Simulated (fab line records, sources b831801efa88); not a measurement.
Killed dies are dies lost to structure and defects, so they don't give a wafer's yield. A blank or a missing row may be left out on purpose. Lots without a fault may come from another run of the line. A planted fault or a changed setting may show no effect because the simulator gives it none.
Which tool did it? | flow sky130 | 24 lots, 72 wafers sampled, at 6 steps of a route of 708

WHAT THE GAUGES READ, wafer by wafer
SKY_SPACER_THK_MEAS_01.
lot  | measured     | on            | SPACER_CVD_00_THK (nm)
L074 | day 22 21:20 | film_metro-02 | 43.1 42.9 42.8
L075 | day 23 11:17 | film_metro-01 | 43.1 42.9 43.1
L076 | day 23 17:40 | film_metro-01 | 42.2 42.6 42.3
L077 | day 24 11:38 | film_metro-02 | 43.1 42.8 43.3
L078 | day 24 13:53 | film_metro-01 | 43.0 43.3 42.8
L079 | day 24 22:56 | film_metro-03 | 43.0 42.9 42.9
L080 | day 25 08:46 | film_metro-03 | 42.7 43.0 42.6
L081 | day 25 17:34 | film_metro-01 | 43.3 43.0 43.2
L082 | day 25 21:20 | film_metro-01 | 43.3 42.9 43.2
L083 | day 26 03:26 | film_metro-03 | 43.0 43.0 43.0
L084 | day 26 14:56 | film_metro-03 | 42.9 43.0 43.3
L085 | day 27 04:50 | film_metro-03 | 42.8 42.8 42.8
L086 | day 27 06:02 | film_metro-03 | 43.5 43.3 43.8
L087 | day 27 12:32 | film_metro-02 | 42.8 43.1 42.9
L088 | day 28 04:17 | film_metro-01 | 43.0 42.6 42.5
L089 | day 28 10:14 | film_metro-03 | 42.4 42.8 42.6
L090 | day 28 22:14 | film_metro-02 | 43.6 43.5 43.4
L091 | day 29 00:02 | film_metro-03 | 42.5 42.7 42.5
L092 | day 29 01:50 | film_metro-03 | 42.6 42.9 43.0
L093 | day 29 14:01 | film_metro-03 | 43.1 43.1 43.2
L094 | day 30 01:11 | film_metro-02 | 42.7 42.6 42.8
L095 | day 30 12:15 | film_metro-01 | 43.4 43.5 43.5
L096 | day 30 17:14 | film_metro-02 | 43.4 43.1 43.7
L097 | day 31 07:37 | film_metro-02 | 42.8 42.8 42.9

SKY_CONTACT_THK_MEAS_03.
lot  | measured     | on            | CONTACT_HDPCVD_THK (nm)
L074 | day 30 10:01 | film_metro-01 | 560 563 564
L075 | day 30 21:14 | film_metro-03 | 575 570 565
L076 | day 31 05:34 | film_metro-01 | 572 562 567
L077 | day 31 20:27 | film_metro-04 | 571 572 572
L078 | day 31 22:21 | film_metro-04 | 573 559 569
L079 | day 32 05:49 | film_metro-04 | 574 567 571
L080 | day 32 16:01 | film_metro-03 | 560 568 564
L081 | day 32 23:20 | film_metro-01 | 578 564 572
L082 | day 33 02:47 | film_metro-01 | 560 560 564
L083 | day 33 11:39 | film_metro-04 | 564 568 563
L084 | day 33 19:41 | film_metro-01 | 559 552 563
L085 | day 34 08:33 | film_metro-04 | 573 569 572
L086 | day 34 09:55 | film_metro-01 | 573 566 566
L087 | day 34 16:04 | film_metro-03 | 564 575 588
L088 | day 35 05:39 | film_metro-03 | 559 565 571
L089 | day 35 12:17 | film_metro-03 | 571 572 564
L090 | day 35 22:00 | film_metro-04 | 577 571 574
L091 | day 36 00:44 | film_metro-04 | 569 560 562
L092 | day 36 01:28 | film_metro-04 | 569 583 571
L093 | day 36 13:17 | film_metro-04 | 562 558 564
L094 | day 36 20:31 | film_metro-03 | 578 582 570
L095 | day 37 08:28 | film_metro-04 | 566 572 576
L096 | day 37 11:32 | film_metro-04 | 562 558 565
L097 | day 38 02:40 | film_metro-03 | 574 574 573

SKY_VIA4_BOW_MEAS_03.
lot  | measured     | on            | VIA4_BOW (um)
L074 | day 41 19:37 | film_metro-04 | 91 76 84
L075 | day 42 04:46 | film_metro-03 | 84 84 96
L076 | day 42 13:02 | film_metro-04 | 91 74 76
L077 | day 42 23:51 | film_metro-04 | 86 82 75
L078 | day 43 00:13 | film_metro-03 | 87 82 85
L079 | day 43 10:31 | film_metro-03 | 78 80 87
L080 | day 43 19:35 | film_metro-01 | 81 72 76
L081 | day 43 23:36 | film_metro-01 | 74 78 96
L082 | day 44 01:22 | film_metro-01 | 81 81 77
L083 | day 44 11:32 | film_metro-04 | 95 101 94
L084 | day 44 19:05 | film_metro-03 | 93 85 92
L085 | day 45 04:37 | film_metro-04 | 97 81 87
L086 | day 45 06:37 | film_metro-01 | 87 82 87
L087 | day 45 10:10 | film_metro-03 | 93 87 82
L088 | day 45 22:38 | film_metro-03 | 84 71 75
L089 | day 46 01:25 | film_metro-03 | 81 71 76
L090 | day 46 10:43 | film_metro-01 | 86 86 92
L091 | day 46 15:31 | film_metro-03 | 66 67 68
L092 | day 46 15:49 | film_metro-04 | 76 84 88
L093 | day 46 23:24 | film_metro-01 | 74 65 84
L094 | day 47 05:06 | film_metro-03 | 62 75 78
L095 | day 47 15:42 | film_metro-01 | 84 90 89
L096 | day 47 17:32 | film_metro-04 | 65 81 80
L097 | day 48 05:26 | film_metro-03 | 70 64 72

SKY_VIA4_RS_MEAS_19: measures by four-point-probe.
lot  | measured     | on            | VIA4_W_RS (ohm/sq)
L074 | day 42 19:32 | film_metro-04 | 0.229 0.219 0.229
L075 | day 43 04:56 | film_metro-01 | 0.220 0.225 0.224
L076 | day 43 13:44 | film_metro-04 | 0.226 0.221 0.227
L077 | day 44 00:35 | film_metro-01 | 0.223 0.223 0.224
L078 | day 44 00:49 | film_metro-01 | 0.220 0.225 0.221
L079 | day 44 10:48 | film_metro-01 | 0.220 0.225 0.220
L080 | day 44 20:14 | film_metro-01 | 0.220 0.224 0.220
L081 | day 44 23:04 | film_metro-04 | 0.229 0.225 0.228
L082 | day 45 01:26 | film_metro-03 | 0.229 0.223 0.225
L083 | day 45 10:30 | film_metro-01 | 0.220 0.228 0.221
L084 | day 45 18:19 | film_metro-03 | 0.227 0.221 0.232
L085 | day 46 02:54 | film_metro-01 | 0.223 0.219 0.220
L086 | day 46 04:50 | film_metro-01 | 0.225 0.232 0.232
L087 | day 46 07:50 | film_metro-04 | 0.223 0.223 0.225
L088 | day 46 20:11 | film_metro-04 | 0.225 0.224 0.230
L089 | day 46 22:58 | film_metro-03 | 0.224 0.220 0.223
L090 | day 47 07:17 | film_metro-01 | 0.223 0.226 0.226
L091 | day 47 12:00 | film_metro-04 | 0.225 0.222 0.225
L092 | day 47 12:38 | film_metro-01 | 0.223 0.225 0.224
L093 | day 47 20:13 | film_metro-03 | 0.230 0.223 0.224
L094 | day 48 02:05 | film_metro-04 | 0.225 0.225 0.226
L095 | day 48 11:51 | film_metro-03 | 0.221 0.229 0.222
L096 | day 48 13:00 | film_metro-01 | 0.232 0.225 0.224
L097 | day 49 00:53 | film_metro-03 | 0.230 0.227 0.230

SKY_PASSIVATION_THK_MEAS_03.
lot  | measured     | on            | PASSIVATION_CVD_02_THK (nm)
L074 | day 43 20:40 | film_metro-04 | 539 535 544
L075 | day 44 06:12 | film_metro-04 | 540 531 554
L076 | day 44 14:31 | film_metro-04 | 533 536 543
L077 | day 45 01:41 | film_metro-01 | 533 547 537
L078 | day 45 01:42 | film_metro-04 | 533 531 543
L079 | day 45 10:55 | film_metro-01 | 531 541 535
L080 | day 45 19:53 | film_metro-01 | 533 528 541
L081 | day 45 22:28 | film_metro-04 | 557 564 552
L082 | day 46 01:31 | film_metro-02 | 544 528 538
L083 | day 46 08:25 | film_metro-04 | 545 528 546
L084 | day 46 16:52 | film_metro-01 | 529 542 527
L085 | day 47 00:43 | film_metro-04 | 535 544 542
L086 | day 47 02:39 | film_metro-01 | 541 546 549
L087 | day 47 05:36 | film_metro-01 | 527 524 542
L088 | day 47 18:19 | film_metro-01 | 540 547 547
L089 | day 47 20:45 | film_metro-02 | 547 547 559
L090 | day 48 03:54 | film_metro-04 | 521 533 533
L091 | day 48 10:02 | film_metro-02 | 540 540 539
L092 | day 48 10:11 | film_metro-01 | 536 549 556
L093 | day 48 16:50 | film_metro-01 | 532 529 536
L094 | day 48 22:00 | film_metro-01 | 530 541 542
L095 | day 49 07:57 | film_metro-02 | 532 528 525
L096 | day 49 09:03 | film_metro-02 | 542 547 548
L097 | day 49 20:02 | film_metro-04 | 529 536 535

WHICH TOOL RAN EACH LOT (tool, then ch and the chambers of the sampled wafers, then the start)
lot  | SKY_VIA4_SPUTTER_17
L074 | pvd_sputter-02, day 42 19:20
L075 | pvd_sputter-01, day 43 04:44
L076 | pvd_sputter-04, day 43 13:29
L077 | pvd_sputter-01, day 44 00:22
L078 | pvd_sputter-02, day 44 00:35
L079 | pvd_sputter-01, day 44 10:34
L080 | pvd_sputter-04, day 44 19:58
L081 | pvd_sputter-04, day 44 22:48
L082 | pvd_sputter-04, day 45 01:13
L083 | pvd_sputter-01, day 45 10:16
L084 | pvd_sputter-02, day 45 18:05
L085 | pvd_sputter-04, day 46 02:39
L086 | pvd_sputter-02, day 46 04:38
L087 | pvd_sputter-02, day 46 07:36
L088 | pvd_sputter-01, day 46 19:58
L089 | pvd_sputter-04, day 46 22:44
L090 | pvd_sputter-01, day 47 07:03
L091 | pvd_sputter-01, day 47 11:47
L092 | pvd_sputter-04, day 47 12:25
L093 | pvd_sputter-04, day 47 20:00
L094 | pvd_sputter-02, day 48 01:52
L095 | pvd_sputter-04, day 48 11:37
L096 | pvd_sputter-04, day 48 12:47
L097 | pvd_sputter-02, day 49 00:40
- SKY_VIA4_SPUTTER_17: material TiN, target thk 20 nm, time 80 s.

WHAT THE TOOLS THEMSELVES READ (means of the sampled wafers that have a number; where no wafer has one, the mark that the record gives instead)
SKY_VIA4_SPUTTER_17.
lot  | tool           | throttle_valve_pct (%)
L074 | pvd_sputter-02 | 29.1
L075 | pvd_sputter-01 | 28.7
L076 | pvd_sputter-04 | 28.4
L077 | pvd_sputter-01 | 28.7
L078 | pvd_sputter-02 | 29.4
L079 | pvd_sputter-01 | 29.5
L080 | pvd_sputter-04 | 30.6
L081 | pvd_sputter-04 | 29.6
L082 | pvd_sputter-04 | 28.6
L083 | pvd_sputter-01 | 29.4
L084 | pvd_sputter-02 | 29.0
L085 | pvd_sputter-04 | 30.6
L086 | pvd_sputter-02 | 29.3
L087 | pvd_sputter-02 | 28.3
L088 | pvd_sputter-01 | 28.6
L089 | pvd_sputter-04 | 29.5
L090 | pvd_sputter-01 | 29.1
L091 | pvd_sputter-01 | 28.6
L092 | pvd_sputter-04 | 28.6
L093 | pvd_sputter-04 | 29.3
L094 | pvd_sputter-02 | 28.8
L095 | pvd_sputter-04 | 29.5
L096 | pvd_sputter-04 | 30.6
L097 | pvd_sputter-02 | 29.6

THE ANSWER, worked out from the rows above alone
Rule: what is usual is taken from the lots themselves. Put in order of their means at a reading, lots are off if they are a third of the lots or fewer, leave a main group of 4 or more, and stand apart from it by a gap of 3 or more times the standard deviation of the main group's means; of several such gaps the widest counts. A main group whose means are all the same, to the digits that the tables above print for the reading, isn't used. A lot without any number at a reading at which 4 lots or more have one is off too. The other lots that the step has rows for count as sound. The gauges are gone through in route order, then the tools' own readings, and for those a lot's mean is taken as printed above. The first step at which some lot is off is used, and at that step the reading that is off furthest; a lot without a number counts as furthest.
No lot is off at any reading shown: from this, nothing can be told.

WHAT THE SIMULATOR HAD PUT IN
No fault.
